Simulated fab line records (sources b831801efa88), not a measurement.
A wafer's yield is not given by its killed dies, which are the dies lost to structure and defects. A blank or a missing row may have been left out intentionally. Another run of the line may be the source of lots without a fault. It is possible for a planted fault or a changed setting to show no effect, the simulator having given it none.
fab line records	flow sky130
record: lots: 14	wafers: 42	last_day: 49
route steps=708 shown FIELD_ISO@24 PWDE@52 NWELL@63 PAD_OPEN@708
lots with no fault: from the same line, run without faults
start_h: the number of hours between the record's first day and the start of the first shown wafer of the lot	wait_h: time in hours since the lot's previous step	" the same as in the row above	L1.1+2: one row covering several wafers at once	- no value, or no start was given	* or withheld: withheld	< > ~ a bound
route shown NAME@n: names a module that has steps shown in the file, with the first one's number in the route	usual: average and standard deviation across the fault-free wafers	same: alike in all rows	chamber/n: place in a boat	sites: per-site readings	_std_site: standard deviation of those values	_edge_site: the outer-site mean with the inner-site mean subtracted	radius_mm: how far each site lies from the wafer's centre	mask NAME#n: copy n	behind: the tool/chamber that last shaped the wafer	hold: why the lot went on hold/how many hours it stayed there/how the hold came to an end	device: whichever transistor did not switch (one of n, p or np)	end of line: tests run on the same wafers once the route is complete	a step with no rows: only its recipe	killed: dies lost to structure and defects at the first sort, not the wafer's yield	map: shows each die of a wafer: x if killed, . if not, _ if none is there
set.NAME: the setting as run; set.NAME@STEP: as run at that earlier step	model.NAME: the simulator's own value behind a step, which no gauge read
the route's steps for a sample of lots (tables are steps, rows are wafers)
services: from which hour (start_h, from the record's first day; less than 0 if before it) a tool's chamber was out of use, for how many hours, and why
== steps ==
step: SKY_FIELD_ISO_THK_MEAS_23
recipe: reads: SiO2_of_FIELD_ISO_OXIDATION_22
usual: FIELD_ISO_OXIDATION_01_THK: 9.97/0.16
lot.wafer	tool	chamber	start_h	wait_h	FIELD_ISO_OXIDATION_01_THK[nm]
L872.1	film_metro-02	-	33.01	0.0	9.70
L872.3	"	-	"	"	10.01
L872.4	"	-	"	"	9.88
L873.4	film_metro-02	-	36.17	0.0	9.89
L873.5	"	-	"	"	9.99
L873.6	"	-	"	"	9.97
L874.3	film_metro-01	-	42.88	0.0	10.04
L874.5	"	-	"	"	10.15
L874.6	"	-	"	"	10.10
L875.1	film_metro-02	-	47.07	0.0	9.89
L875.5	"	-	"	"	10.08
L875.6	"	-	"	"	10.01
L876.2	film_metro-01	-	52.81	0.0	9.98
L876.3	"	-	"	"	10.09
L876.5	"	-	"	"	9.94
L877.1	film_metro-01	-	59.76	0.0	10.18
L877.2	"	-	"	"	9.74
L877.6	"	-	"	"	9.98
L878.1	film_metro-01	-	63.87	0.0	9.87
L878.3	"	-	"	"	9.84
L878.4	"	-	"	"	9.96
L879.1	film_metro-01	-	68.47	0.0	10.05
L879.3	"	-	"	"	9.94
L879.4	"	-	"	"	9.92
L881.2	film_metro-04	-	81.23	0.0	9.82
L881.3	"	-	"	"	9.76
L881.4	"	-	"	"	9.77
L883.2	film_metro-04	-	88.25	0.0	10.07
L883.3	"	-	"	"	9.92
L883.4	"	-	"	"	10.04
L884.2	film_metro-04	-	92.22	0.0	10.03
L884.4	"	-	"	"	10.22
L884.5	"	-	"	"	10.08
L886.3	film_metro-04	-	107.95	0.0	10.34
L886.4	"	-	"	"	10.22
L886.5	"	-	"	"	10.25
L888.2	film_metro-01	-	115.48	0.0	9.71
L888.3	"	-	"	"	9.67
L888.6	"	-	"	"	9.75
L892.1	film_metro-01	-	134.52	0.0	10.18
L892.5	"	-	"	"	10.05
L892.6	"	-	"	"	9.94
step: SKY_FIELD_ISO_CMP_27
recipe: stop_on: Si3N4	t_overpolish_s: 16	down_force_psi: 4	platen_rpm: 60	target_thk_nm: 457.8	pad_velocity_m_s: 0.94248
usual: head_pressure_psi: 3.999/0.0098	motor_current_A: 12.5/1.6	overpolish_run_s: 16.000/0.01	time_to_endpoint_s: 112/4.2
lot.wafer	tool	chamber	start_h	wait_h	head_pressure_psi	motor_current_A	overpolish_run_s	time_to_endpoint_s
L872.3	cmp-02	2	36.02	0.0	4.014	10.6	16.000	113
L872.4	"	3	"	"	3.999	12.2	15.991	106
L872.1	"	1	"	"	4.004	12.6	16.001	110
L873.4	cmp-01	1	38.89	0.0	4.007	12.0	15.986	117
L873.6	"	1	"	"	4.009	12.5	16.005	117
L873.5	"	2	"	"	3.990	11.9	16.007	113
L874.3	cmp-02	2	45.99	0.1	4.018	10.9	15.989	108
L874.6	"	0	"	"	3.986	15.0	16.002	109
L874.5	"	1	"	"	3.992	12.9	16.002	110
L875.1	cmp-01	1	50.91	0.1	4.013	12.1	15.998	120
L875.5	"	2	"	"	3.999	11.6	16.013	115
L875.6	"	3	"	"	4.002	10.9	15.983	119
L876.2	cmp-02	3	55.64	0.0	3.995	11.3	15.991	101
L876.3	"	2	"	"	4.005	10.6	16.007	111
L876.5	"	0	"	"	4.003	14.5	16.001	112
L877.2	cmp-02	2	61.45	0.0	3.982	10.5	15.999	114
L877.1	"	0	"	"	3.989	14.8	15.995	110
L877.6	"	3	"	"	3.994	11.2	16.016	105
L878.4	cmp-01	3	65.57	0.0	3.979	11.6	15.994	118
L878.3	"	0	"	"	4.013	14.7	16.000	111
L878.1	"	1	"	"	3.987	11.6	16.000	121
L879.1	cmp-01	3	70.21	0.1	3.979	10.9	16.006	120
L879.4	"	0	"	"	3.988	15.4	15.975	111
L879.3	"	1	"	"	3.995	12.4	15.998	122
L881.4	cmp-02	3	89.54	0.0	3.997	12.0	16.008	110
L881.2	"	0	"	"	4.016	15.3	15.999	114
L881.3	"	2	"	"	4.008	10.7	16.009	116
L883.3	cmp-02	1	91.04	0.0	3.986	13.2	16.001	108
L883.4	"	2	"	"	3.992	10.8	15.998	61
L883.2	"	0	"	"	3.999	14.9	15.996	109
L884.4	cmp-02	2	93.95	0.1	4.000	10.3	16.006	63
L884.2	"	0	"	"	3.996	15.4	16.005	110
L884.5	"	2	"	"	3.986	11.0	16.003	62
L886.3	cmp-02	2	109.62	0.0	3.992	10.4	16.011	66
L886.4	"	1	"	"	4.020	13.2	15.988	116
L886.5	"	2	"	"	3.975	11.3	15.988	68
L888.2	cmp-01	3	117.62	0.0	3.996	11.5	15.997	109
L888.3	"	2	"	"	3.989	13.3	16.004	108
L888.6	"	0	"	"	3.990	15.0	15.997	107
L892.1	cmp-01	0	138.03	0.1	3.997	15.5	16.005	103
L892.6	"	3	"	"	3.991	11.7	16.000	114
L892.5	"	0	"	"	3.997	15.6	15.995	103
step: SKY_PWDE_OVL_MEAS_07
usual: PWDE_OVL: 0.0/1.2
lot.wafer	tool	chamber	start_h	wait_h	PWDE_OVL[nm]
L872.1	overlay-01	-	70.34	-	-0.9
L872.3	"	-	"	"	-1.4
L872.4	"	-	"	"	-0.5
L873.4	overlay-01	-	74.31	-	-0.7
L873.5	"	-	"	"	-1.6
L873.6	"	-	"	"	-1.5
L874.3	overlay-01	-	83.29	-	0.2
L874.5	"	-	"	"	-0.2
L874.6	"	-	"	"	0.4
L875.1	overlay-01	-	84.84	-	0.4
L875.5	"	-	"	"	0.0
L875.6	"	-	"	"	-1.2
L876.2	overlay-01	-	91.99	-	1.9
L876.3	"	-	"	"	-0.1
L876.5	"	-	"	"	-0.1
L877.1	overlay-02	-	96.59	-	0.1
L877.2	"	-	"	"	0.9
L877.6	"	-	"	"	0.6
L878.1	overlay-01	-	101.69	-	0.4
L878.3	"	-	"	"	1.0
L878.4	"	-	"	"	1.1
L879.1	overlay-01	-	108.63	-	1.5
L879.3	"	-	"	"	2.3
L879.4	"	-	"	"	0.9
L881.2	overlay-01	-	129.72	-	-1.3
L881.3	"	-	"	"	-2.0
L881.4	"	-	"	"	-2.6
L883.2	overlay-01	-	130.34	-	0.8
L883.3	"	-	"	"	1.1
L883.4	"	-	"	"	2.3
L884.2	overlay-01	-	134.34	-	-1.6
L884.4	"	-	"	"	-1.3
L884.5	"	-	"	"	-1.4
L886.3	overlay-01	-	150.58	-	0.9
L886.4	"	-	"	"	-0.4
L886.5	"	-	"	"	0.7
L888.2	overlay-01	-	158.29	-	1.5
L888.3	"	-	"	"	0.5
L888.6	"	-	"	"	-0.3
L892.1	overlay-02	-	181.84	-	0.2
L892.5	"	-	"	"	-2.0
L892.6	"	-	"	"	0.7
step: SKY_NWELL_OVL_MEAS_10
usual: NWELL_00_OVL: -0.5/1.3
lot.wafer	tool	chamber	start_h	wait_h	NWELL_00_OVL[nm]
L872.1	overlay-02	-	86.96	-	-2.0
L872.3	"	-	"	"	-1.7
L872.4	"	-	"	"	-1.0
L873.4	overlay-02	-	90.71	-	-0.8
L873.5	"	-	"	"	0.1
L873.6	"	-	"	"	-1.2
L874.3	overlay-02	-	100.05	-	-1.8
L874.5	"	-	"	"	-0.5
L874.6	"	-	"	"	-0.8
L875.1	overlay-02	-	101.76	-	2.2
L875.5	"	-	"	"	0.2
L875.6	"	-	"	"	2.3
L876.2	overlay-02	-	109.84	-	-0.6
L876.3	"	-	"	"	-0.4
L876.5	"	-	"	"	2.0
L877.1	overlay-01	-	114.29	-	0.2
L877.2	"	-	"	"	-2.1
L877.6	"	-	"	"	0.9
L878.1	overlay-01	-	120.54	-	-2.9
L878.3	"	-	"	"	-0.8
L878.4	"	-	"	"	-1.2
L879.1	overlay-01	-	127.64	-	0.3
L879.3	"	-	"	"	0.6
L879.4	"	-	"	"	0.6
L881.2	overlay-01	-	149.31	-	-0.5
L881.3	"	-	"	"	-1.6
L881.4	"	-	"	"	-1.1
L883.2	overlay-02	-	149.69	-	-1.3
L883.3	"	-	"	"	-1.1
L883.4	"	-	"	"	0.2
L884.2	overlay-02	-	152.82	-	-3.3
L884.4	"	-	"	"	-3.0
L884.5	"	-	"	"	-1.8
L886.3	overlay-01	-	171.18	-	-0.1
L886.4	"	-	"	"	-1.0
L886.5	"	-	"	"	-1.4
L888.2	overlay-02	-	178.67	-	1.1
L888.3	"	-	"	"	1.1
L888.6	"	-	"	"	-0.5
L892.1	overlay-01	-	203.26	-	1.3
L892.5	"	-	"	"	-1.5
L892.6	"	-	"	"	-0.7
step: SKY_PAD_OPEN_PROBE_99
usual: killed_at_M0_to_M3: 43/6.4	killed_at_M4_up: 3.5/1.8	killed_at_contacts: 25/5.7	killed_at_front_end: 15/3.9	killed_at_other: 0.3/0.67	killed_dies: 87/8.6	killed_open: 47/6.7	killed_short: 39/5.9
same: gross_dies: 492	killed_at_back_side: 0
lot.wafer	tool	chamber	start_h	wait_h	killed_at_M0_to_M3	killed_at_M4_up	killed_at_contacts	killed_at_front_end	killed_at_other	killed_dies	killed_open	killed_short
L876.2	prober-02	-	1107.64	0.1	44	4	25	14	1	88	42	46
L876.3	prober-02	-	1107.69	0.2	42	5	30	7	0	84	41	42
L876.5	prober-02	-	1107.79	0.2	51	7	18	10	0	86	49	36
L877.1	prober-01	-	1109.13	0.1	52	5	21	20	0	98	52	45
L877.2	prober-01	-	1109.18	0.1	52	4	34	16	0	106	54	52
L877.6	prober-01	-	1109.38	0.2	42	2	23	19	0	86	40	46
L878.1	prober-02	-	1113.21	0.1	45	3	15	18	0	81	43	38
L878.3	prober-02	-	1113.31	0.2	38	4	23	14	0	79	49	30
L878.4	prober-02	-	1113.36	0.2	45	3	20	16	0	84	42	42
L881.2	prober-01	-	1137.51	0.1	41	1	23	22	0	87	50	37
L881.3	prober-01	-	1137.56	0.2	40	3	28	19	1	91	45	46
L881.4	prober-01	-	1137.61	0.2	48	1	19	24	0	92	51	41
L883.2	prober-02	-	1142.18	0.1	43	3	23	15	0	84	37	46
L883.3	prober-02	-	1142.23	0.2	39	2	23	12	1	77	40	36
L883.4	prober-02	-	1142.28	0.2	31	4	29	12	0	76	45	31
L884.2	prober-02	-	1144.38	0.1	35	5	29	16	0	85	55	30
L884.4	prober-02	-	1144.48	0.2	41	5	26	14	1	87	48	39
L884.5	prober-02	-	1144.53	0.2	44	1	21	12	0	78	41	36
L888.2	prober-02	-	1170.65	0.1	46	2	20	21	0	89	42	47
L888.3	prober-02	-	1170.70	0.2	46	2	20	20	0	88	47	41
L888.6	prober-02	-	1170.85	0.2	40	4	27	30	0	101	60	41
killed by level:class
L876.2 CONTACT:geometric_particle:open=13 VIA1:geometric_particle:open=11 FIELD_ISO:geometric_particle:short=5 LOCAL_INTERCONNECT:geometric_particle:short=5 METAL1:geometric_particle:short=5 VIA1:geometric_particle:short=5 VIA2:geometric_particle:open=5 METAL2:geometric_particle:short=4
L876.3 CONTACT:geometric_particle:open=14 VIA1:geometric_particle:short=7 CONTACT:geometric_particle:short=7 VIA3:geometric_particle:open=6 VIA1:geometric_particle:open=5 VIA2:geometric_particle:short=5 VIA2:geometric_particle:open=4 METAL1:geometric_particle:short=4
L876.5 VIA1:geometric_particle:open=13 CONTACT:geometric_particle:open=8 VIA3:geometric_particle:open=7 METAL2:geometric_particle:short=6 VIA1:geometric_particle:short=5 VIA2:geometric_particle:open=5 METAL4:geometric_particle:short=5 VIA2:geometric_particle:short=4
L877.1 VIA1:geometric_particle:open=15 METAL2:geometric_particle:short=9 LI_CONTACT:geometric_particle:open=8 FIELD_ISO:geometric_particle:open=7 CONTACT:geometric_particle:open=7 METAL1:geometric_particle:short=6 VIA3:geometric_particle:open=5 CONTACT:geometric_particle:short=5
L877.2 VIA1:geometric_particle:open=16 CONTACT:geometric_particle:short=10 CONTACT:geometric_particle:open=10 LI_CONTACT:geometric_particle:open=8 FIELD_ISO:geometric_particle:open=6 METAL2:geometric_particle:short=6 VIA2:geometric_particle:open=6 FIELD_ISO:geometric_particle:short=5
L877.6 VIA1:geometric_particle:open=10 METAL2:geometric_particle:short=8 CONTACT:geometric_particle:open=8 FIELD_ISO:geometric_particle:short=7 LI_CONTACT:geometric_particle:open=6 METAL1:geometric_particle:short=6 POLY_GATE:geometric_particle:short=4 VIA2:geometric_particle:open=4
L878.1 VIA1:geometric_particle:open=11 VIA3:geometric_particle:open=9 METAL1:geometric_particle:short=8 CONTACT:geometric_particle:open=7 FIELD_ISO:geometric_particle:short=6 METAL2:geometric_particle:short=6 POLY_GATE:geometric_particle:short=4 FIELD_ISO:geometric_particle:open=3
L878.3 VIA1:geometric_particle:open=11 LI_CONTACT:geometric_particle:open=8 CONTACT:geometric_particle:open=8 VIA3:geometric_particle:open=6 METAL1:geometric_particle:short=6 FIELD_ISO:geometric_particle:open=4 VIA2:geometric_particle:short=4 METAL4:geometric_particle:short=4
L878.4 VIA1:geometric_particle:open=8 METAL2:geometric_particle:short=8 CONTACT:geometric_particle:open=7 VIA3:geometric_particle:open=6 VIA1:geometric_particle:short=6 LI_CONTACT:geometric_particle:open=4 LI_CONTACT:geometric_particle:short=4 METAL1:geometric_particle:short=4
L881.2 VIA1:geometric_particle:open=11 CONTACT:geometric_particle:open=10 POLY_GATE:geometric_particle:short=7 VIA3:geometric_particle:open=7 CONTACT:geometric_particle:short=6 FIELD_ISO:geometric_particle:open=5 FIELD_ISO:geometric_particle:short=5 LI_CONTACT:geometric_particle:open=5
L881.3 CONTACT:geometric_particle:open=11 LI_CONTACT:geometric_particle:open=7 METAL2:geometric_particle:short=7 VIA3:geometric_particle:open=7 METAL1:geometric_particle:short=6 FIELD_ISO:geometric_particle:short=5 FIELD_ISO:geometric_particle:open=5 VIA1:geometric_particle:open=5
L881.4 VIA1:geometric_particle:open=15 CONTACT:geometric_particle:open=7 METAL2:geometric_particle:short=6 FIELD_ISO:geometric_particle:short=5 METAL1:geometric_particle:short=5 VIA3:geometric_particle:open=5 FIELD_ISO:geometric_particle:open=4 POLY_GATE:geometric_particle:open=4
L883.2 CONTACT:geometric_particle:open=8 METAL2:geometric_particle:short=7 VIA1:geometric_particle:open=7 POLY_GATE:geometric_particle:short=5 LI_CONTACT:geometric_particle:short=5 VIA3:geometric_particle:short=5 VIA3:geometric_particle:open=5 VIA2:geometric_particle:open=4
L883.3 CONTACT:geometric_particle:open=9 VIA1:geometric_particle:open=9 VIA2:geometric_particle:open=6 POLY_GATE:geometric_particle:short=5 LI_CONTACT:geometric_particle:open=5 VIA3:geometric_particle:short=5 VIA3:geometric_particle:open=5 LOCAL_INTERCONNECT:geometric_particle:short=4
L883.4 CONTACT:geometric_particle:open=11 VIA1:geometric_particle:open=8 LI_CONTACT:geometric_particle:open=7 METAL2:geometric_particle:short=5 POLY_GATE:geometric_particle:open=4 LI_CONTACT:geometric_particle:short=3 LOCAL_INTERCONNECT:geometric_particle:short=3 CONTACT:geometric_particle:short=3
L884.2 LI_CONTACT:geometric_particle:open=11 VIA1:geometric_particle:open=10 VIA2:geometric_particle:open=7 CONTACT:geometric_particle:open=6 METAL1:geometric_particle:short=6 POLY_GATE:geometric_particle:short=4 POLY_GATE:geometric_particle:open=4 LOCAL_INTERCONNECT:geometric_particle:short=4
L884.4 CONTACT:geometric_particle:open=9 VIA1:geometric_particle:open=8 LI_CONTACT:geometric_particle:open=7 VIA3:geometric_particle:open=6 POLY_GATE:geometric_particle:open=5 LI_CONTACT:geometric_particle:short=4 VIA1:geometric_particle:short=4 METAL3:geometric_particle:short=4
L884.5 LI_CONTACT:geometric_particle:open=9 METAL1:geometric_particle:short=7 VIA3:geometric_particle:open=6 VIA1:geometric_particle:open=6 VIA2:geometric_particle:short=6 VIA3:geometric_particle:short=5 CONTACT:geometric_particle:open=5 FIELD_ISO:geometric_particle:open=4
L888.2 METAL2:geometric_particle:short=10 METAL1:geometric_particle:short=8 VIA3:geometric_particle:open=8 LI_CONTACT:geometric_particle:open=7 FIELD_ISO:geometric_particle:short=6 VIA2:geometric_particle:open=6 POLY_GATE:geometric_particle:open=5 CONTACT:geometric_particle:open=5
L888.3 VIA3:geometric_particle:open=9 FIELD_ISO:geometric_particle:open=8 CONTACT:geometric_particle:open=7 VIA3:geometric_particle:short=7 VIA2:geometric_particle:open=6 LI_CONTACT:geometric_particle:open=5 METAL1:geometric_particle:short=5 VIA1:geometric_particle:open=5
L888.6 LI_CONTACT:geometric_particle:open=10 VIA1:geometric_particle:open=10 FIELD_ISO:geometric_particle:short=7 CONTACT:geometric_particle:open=7 FIELD_ISO:geometric_particle:open=6 POLY_GATE:geometric_particle:open=6 METAL1:geometric_particle:short=6 VIA3:geometric_particle:open=6
== services ==
tool	chamber	start_h	hours	kind
cmp-02	-	18.75	1.0	repair
cmp-02	-	51.22	1.9	repair
cmp-02	-	62.39	5.7	pm
cmp-02	-	68.49	0.3	repair
cmp-01	-	76.60	4.5	pm
cmp-01	-	82.29	4.0	pm
cmp-01	-	86.29	-	consumable_replace:conditioner
cmp-01	-	86.29	-	consumable_replace:pad
cmp-01	-	95.74	2.4	repair
cmp-01	-	95.80	2.4	repair
cmp-01	-	119.46	15.9	repair
== key ==
first_sign: step: SKY_FIELD_ISO_CMP_27	reading: time_to_endpoint_s	direction: down	sigmas: 11	usual: *	struck: *
effect none on later readings
met_at SKY_FIELD_ISO_CMP_27
struck_lots L883,L884,L886
struck_wafers L883.4,L884.4,L884.5,L886.3,L886.5
tester_left_out L883,L884,L886
not_acting_at SKY_FIELD_ISO_THK_MEAS_23,SKY_PWDE_OVL_MEAS_07,SKY_NWELL_OVL_MEAS_10
onset_between 89.54 91.04
fault: kind: process_parameter_drift	tool: cmp-02	chamber: 2	onset_h: 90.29	steps: SKY_FIELD_ISO_CMP_27	channel: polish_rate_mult	offset: 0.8	shape: step	end_h: 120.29
tester_left_out: of these lots the tester's yield and bins aren't shown, on N5 and GAA mostly nor the transistor test; their killed dies are dies lost to structure and defects alone, not to doping, threshold or leakage, so they don't give the yield
